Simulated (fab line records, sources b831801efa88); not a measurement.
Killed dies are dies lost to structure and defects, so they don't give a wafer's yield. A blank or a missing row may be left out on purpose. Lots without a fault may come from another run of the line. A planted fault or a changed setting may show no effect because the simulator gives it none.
One fault seen from 2 desks | flow gf180mcu | each desk has only its own numbers; what lay behind them comes last

THE TOOL OWNER'S DESK: rie_diel-04
The tool's own readings at GF_STI_ETCH_13 (etches the open film in CHF3/O2, stops on Si, target depth 282.31 nm, time 112.9 s): means of the sampled wafers that have a number, for each lot that ran on this tool. A lot is out of limits, marked OUT, if its mean lies more than 4 standard deviations from the usual mean; the brackets give that distance.
Columns: A = drypump_motor_current_A at GF_STI_ETCH_13, usual 5.7 A; B = oes_product_au at GF_STI_ETCH_13, usual 0.835 a.u.; C = run_length_s at GF_STI_ETCH_13, usual 141.4 s; D = throttle_valve_pct at GF_STI_ETCH_13, usual 8.812 %
lot  | first seen here | A   | B               | C                       | D
L265 | day 3 03:32     | 5.6 | 0.835           | 141.3                   | 8.813
L272 | day 4 16:59     | 5.5 | 0.835           | 141.2                   | 8.807
L277 | day 5 16:29     | 5.7 | 0.832           | 141.3                   | 8.809
L281 | day 6 13:26     | 5.6 | 0.895 (+10) OUT | 123.5 (-54) OUT         | 8.825
L283 | day 6 23:26     | 5.4 | 0.944 (+18) OUT | 105.9 (-99 or more) OUT | 8.850 (+4.2) OUT
This desk's finding: out of limits on L281, L283; first on L281, day 6 13:26 (oes_product_au at GF_STI_ETCH_13). In limits: L265, L272, L277.

THE METROLOGY DESK
What the gauges read, lot by lot, whatever tool the lot ran on: means of the sampled wafers that have a number. A lot is out of limits, marked OUT, if its mean lies more than 4 standard deviations from the usual mean; the brackets give that distance.
Columns: A = VT_IMPLANT_03_OVL at GF_VT_IMPLANT_OVL_MEAS_40, usual 0.4 nm; B = DUAL_GATE_OVL at GF_DUAL_GATE_OVL_MEAS_11, usual 0.2 nm
lot  | first seen here | A    | B
L260 | day 7 13:34     | 0.3  | 0.6
L261 | day 7 21:47     | 0.6  | -1.0
L265 | day 9 00:01     | -0.7 | 0.5
L268 | day 9 22:40     | 0.0  | 0.5
L272 | day 11 00:16    | -1.0 | -0.7
L273 | day 11 02:43    | -1.4 | 2.1
L277 | day 12 05:58    | 1.5  | 0.8
L279 | day 12 20:22    | 0.1  | 0.2
L281 | day 13 10:31    | -0.9 | 0.1
L283 | day 13 21:38    | 0.9  | -2.1
This desk's finding: nothing out of limits on any of the 10 lots.

PUT TOGETHER
The tool owner's desk could have raised an alarm at day 6 13:26, on L281, L283.
The metrology desk saw nothing out of limits.
The metrology desk has L281, L283 on record, within its limits.
Of the lots named, all ran GF_STI_ETCH_13 on rie_diel-04.

WHAT THE SIMULATOR HAD PUT IN
Process parameter drift: rie_diel-04, from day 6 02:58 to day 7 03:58, at GF_STI_ETCH_13. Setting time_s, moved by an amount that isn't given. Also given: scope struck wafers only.
Lots struck among those shown: L281, L283.
Hours from the fault's start to each desk's first reading out of limits: the tool owner's desk, 10.
